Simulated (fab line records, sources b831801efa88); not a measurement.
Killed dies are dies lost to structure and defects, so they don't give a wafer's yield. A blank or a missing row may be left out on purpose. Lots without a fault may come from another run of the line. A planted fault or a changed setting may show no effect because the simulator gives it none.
A struck lot beside a sound one | flow sfq_line | 14 steps out of a route of 325
Sound: wafers L716.3, L716.5, L716.6. Struck: wafers L724.1, L724.3, L724.5. The cause comes at the end.
At each step with rows: each side's tool, then ch and its chambers, then its first start. Under that, the readings that differ: sound wafers | struck wafers | difference of the means | sigmas: that difference in standard deviations of wafers without a fault.
alike: readings whose means differ by less than 2 such deviations, and words and numbers that are the same on both sides. not compared: withheld readings, readings that some wafer has no value for, bounds like >300 that may hide the same value, and numbers for which the record gives no deviation and whose values overlap.
The two part at a step that has a row with sigmas, a row that says differs or no value, or rows on one side only. Numbers that don't overlap but have no deviation are shown without sigmas and don't part them. A reading that every wafer of one side lacks parts them only if that side has two wafers or more.

first, 6 steps without rows for these wafers: SFQ_TRILAYER_L0_VIA_LITHO_COAT_018 (resist thk 62 nm); SFQ_TRILAYER_L0_VIA_LITHO_COAT_013 (resist thk 650 nm); SFQ_TRILAYER_L0_VIA_LITHO_SOFTBAKE_017; SFQ_TRILAYER_L0_VIA_LITHO_EXPOSE_014 (exposes mask L0V, target cd 700 nm); SFQ_TRILAYER_L0_VIA_LITHO_PEB_016 (peb time 60 s); SFQ_TRILAYER_L0_VIA_LITHO_DEVELOP_015 (time 60 s).
SFQ_L0V_OVL_MEAS_903:
  sound on overlay-02, day 11 18:02; struck on overlay-02, day 14 11:03
  alike: L0V_OVL
SFQ_TRILAYER_L0_VIA_BARC_OPEN_VIA_ETCH_021: etches BARC in O2, target depth 125 nm, time 41.7 s.
  sound on rie_diel-02 ch 2,3, day 11 18:03; struck on rie_diel-03 ch 0,2,3, day 14 11:05
  alike: drypump_motor_current_A, oes_product_au
  not compared: rf_hours_counter_h
SFQ_TRILAYER_L0_VIA_ETCH_VIA_ETCH_016: etches SiO2 in CHF3, stops on MoNx KI, target depth 80 nm.
  sound on rie_diel-02 ch 2,3, day 11 18:05; struck on rie_diel-03 ch 0,2,3, day 14 11:07
  alike: drypump_motor_current_A, oes_product_au
SFQ_TRILAYER_L0_VIA_STRIP_STRIP_017: strips in O2.
  sound on rie_metal-03 ch 0,1, day 11 18:20; struck on rie_metal-04 ch 0, day 14 11:10
  alike: drypump_motor_current_A, oes_product_au
  not compared: rf_hours_counter_h
then, 2 steps without rows for these wafers: SFQ_TRILAYER_L0_VIA_STRIP_SOLV_CLEAN_018 (cleans in NMP, time 600 s); SFQ_TRILAYER_M0_DEP_PRE_CLEAN_020 (time 15 s).
SFQ_TRILAYER_M0_DEP_SPUTTER_019: material Nb, target thk 200 nm, time 133.3 s.
  sound on pvd_sputter-05, day 11 18:56; struck on pvd_sputter-05, day 14 12:22
  reading                  | sound                   | struck                  | difference | sigmas
  chamber_pressure_pa (Pa) | 0.13311 0.13333 0.13303 | 0.10164 0.10133 0.10106 | -0.03181   | -99 or more
  throttle_valve_pct (%)   | 31.0 30.9 30.5          | 35.5 35.2 35.5          | +4.6       | +5
SFQ_M0_RS_MEAS_904: measures by four-point-probe.
  sound on film_metro-01, day 11 19:04; struck on film_metro-04, day 14 12:28
  alike: M0_NB_RS

WHERE THEY PART
Only at SFQ_TRILAYER_M0_DEP_SPUTTER_019, within this record. Later steps at which nothing parts them and some readings are alike: SFQ_M0_RS_MEAS_904.

WHY: what the simulator had put in
Process parameter drift: pvd_sputter-05, from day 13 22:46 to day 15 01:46, at SFQ_TRILAYER_M0_DEP_SPUTTER_019. Setting chamber_pressure_pa, moved by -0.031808, from 0.1333. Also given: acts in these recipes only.
